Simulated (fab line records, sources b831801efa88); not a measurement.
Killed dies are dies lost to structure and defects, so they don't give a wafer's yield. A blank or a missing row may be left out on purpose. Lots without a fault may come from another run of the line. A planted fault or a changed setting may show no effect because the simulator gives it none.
Problem report in the 8D (eight disciplines) form, filled by code | flow sky130 | the parts of the form that need people (team, actions taken, sign-off) are left out

1. THE PROBLEM
VIA1_HDPCVD_THK at SKY_VIA1_THK_MEAS_01 reads a mean of 809 nm on 3 wafers of 2 lots; wafers without a fault read 1027 nm with a standard deviation of 11. That is -20 standard deviations from the usual mean.
First seen on wafer L208.1, day 34 08:14, on film_metro-01. The record holds 33 wafers of 11 lots with a number at this step. Rule for "out", or "out of limits": more than 4 standard deviations from the usual mean. The other wafers with a number count as sound.

2. WHAT IT IS AND WHAT IT IS NOT
question                    | is                           | is not
which readings at this step | VIA1_HDPCVD_THK              | -
which lots                  | L208, L209                   | L205, L207, L217, L219, L220, L221, L222, L225, L226
which wafers of those lots  | L208.1, L208.3, L209.3       | L208.4, L209.4, L209.5
read on which gauges        | film_metro-01, film_metro-02 | film_metro-04
when                        | from day 34 08:14            | up to then (7 sound wafers); but 23 sound wafers of L209, L217, L219, L220, L221, L222, L225, L226 came after

3. SUSPECTS, AND WHAT RULES EACH OUT
Counting: a tool at a process step up to the reading stays a suspect if it ran every lot that is out. Sound lots after the first of them don't rule it out here, since some wafers of a struck lot are sound.
- the gauge at SKY_VIA1_THK_MEAS_01: ruled out. The wafers that are out were read on 2 gauges (film_metro-01, film_metro-02).
- hdpcvd-01 at SKY_VIA1_HDPCVD_00 (deposits SiO2, target thk 1030 nm, time 171.7 s): kept. It ran every lot that is out, first L208 (day 34 08:08); its last sound lot up to then is L207 (day 34 02:38).
Left after counting: hdpcvd-01 at SKY_VIA1_HDPCVD_00.

4. THE CAUSE (what the simulator had put in)
Process parameter drift: hdpcvd-01, from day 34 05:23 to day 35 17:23, at SKY_VIA1_HDPCVD_00. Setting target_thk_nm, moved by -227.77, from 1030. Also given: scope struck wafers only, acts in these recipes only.
Counting left only this tool.

5. THE CHAIN OF EFFECTS, in route order
Each row: a reading whose mean over the struck wafers that have a number lies more than 3 standard deviations from the usual. Only readings for which the record gives a usual standard deviation are gone through. hours: the time from each lot's start at the first step in this table that gives one to its start at this step, as a median over the lots. sigmas: the change in usual standard deviations.
hours | step                 | reading         | usual   | on struck wafers | change | sigmas
0     | SKY_VIA1_THK_MEAS_01 | VIA1_HDPCVD_THK | 1027 nm | 809              | -218   | -20

6. WHAT WOULD HAVE CAUGHT IT SOONER
In this record the first reading out of limits at a measuring or inspecting step was taken at day 34 08:14, 3 hours after the fault began at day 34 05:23.
Of the tool readings at SKY_VIA1_HDPCVD_00 for which the record gives a usual standard deviation, none was out on any struck wafer, so an alarm limit of 4 standard deviations on them would not have fired.
Of the lots that are out (2), L209 began SKY_VIA1_HDPCVD_00 on hdpcvd-01 after day 34 08:14. A hold on the tool at that time would have spared it.
